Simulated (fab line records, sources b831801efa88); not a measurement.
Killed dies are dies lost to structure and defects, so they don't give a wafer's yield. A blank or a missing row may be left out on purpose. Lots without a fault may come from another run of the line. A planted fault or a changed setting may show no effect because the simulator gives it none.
Which tool did it? | flow sfq_line | 14 lots, 41 wafers sampled, at 1 step of a route of 325

WHAT THE GAUGES READ, wafer by wafer
The record holds no reading of a measuring or inspecting step that can be judged against a usual standard deviation.

WHICH TOOL RAN EACH LOT (tool, then ch and the chambers of the sampled wafers, then the start)
lot  | SFQ_TRILAYER_M6_LITHO_PEB_162
L125 | litho_track-03 ch 0, day 62 05:56
L126 | litho_track-04 ch 0, day 62 07:06
L128 | litho_track-03 ch 0, day 62 13:08
L129 | litho_track-01 ch 0, day 62 14:18
L133 | litho_track-01 ch 0, day 73 03:07
L136 | litho_track-04 ch 0, day 73 06:40
L137 | litho_track-01 ch 0, day 73 07:52
L139 | litho_track-04 ch 0, day 74 22:23
L141 | litho_track-01 ch 0, day 77 20:55
L143 | litho_track-04 ch 0, day 78 17:31
L144 | litho_track-01 ch 0, day 78 18:45
L145 | litho_track-04 ch 0, day 78 22:19
L146 | litho_track-01 ch 0, day 79 01:57
L147 | litho_track-01 ch 0, day 84 09:10
- SFQ_TRILAYER_M6_LITHO_PEB_162: peb time 60 s.

WHAT THE TOOLS THEMSELVES READ (means of the sampled wafers that have a number; where no wafer has one, the mark that the record gives instead)
SFQ_TRILAYER_M6_LITHO_PEB_162. Usual: heater_power_total_W 79.15 W, standard deviation 0.067; plate_temp_C 115.05 C, standard deviation 0.14.
lot  | tool           | heater_power_total_W (W) | plate_temp_C (C) | flag
L125 | litho_track-03 | 79.16                    | 115.12           |
L126 | litho_track-04 | 79.10                    | 114.97           |
L128 | litho_track-03 | 79.13                    | 115.06           |
L129 | litho_track-01 | 79.15                    | 114.84           |
L133 | litho_track-01 | 80.94                    | 117.15           | OFF
L136 | litho_track-04 | 79.18                    | 114.99           |
L137 | litho_track-01 | 80.80                    | 116.98           | OFF
L139 | litho_track-04 | 79.11                    | 115.03           |
L141 | litho_track-01 | 79.09                    | 115.06           |
L143 | litho_track-04 | 79.21                    | 115.03           |
L144 | litho_track-01 | 79.16                    | 115.06           |
L145 | litho_track-04 | 79.16                    | 115.20           |
L146 | litho_track-01 | 79.18                    | 114.97           |
L147 | litho_track-01 | 79.18                    | 115.06           |

THE ANSWER, worked out from the rows above alone
Rule: a lot is off if the mean of its wafers that have a number lies more than 3 standard deviations from the usual mean. A lot without any number at a reading at which 4 lots or more have one is off too. The other lots that the step has rows for count as sound. The gauges are gone through in route order, then the tools' own readings, and for those a lot's mean is taken as printed above. The first step at which some lot is off is used, and at that step the reading that is off furthest; a lot without a number counts as furthest.
Off: L133, L137, at SFQ_TRILAYER_M6_LITHO_PEB_162 (heater_power_total_W).
A tool fits if, at that step or a process step before it, it ran every lot that is off, and no sound lot after the first of them. None of those tried fits.

WHAT THE SIMULATOR HAD PUT IN
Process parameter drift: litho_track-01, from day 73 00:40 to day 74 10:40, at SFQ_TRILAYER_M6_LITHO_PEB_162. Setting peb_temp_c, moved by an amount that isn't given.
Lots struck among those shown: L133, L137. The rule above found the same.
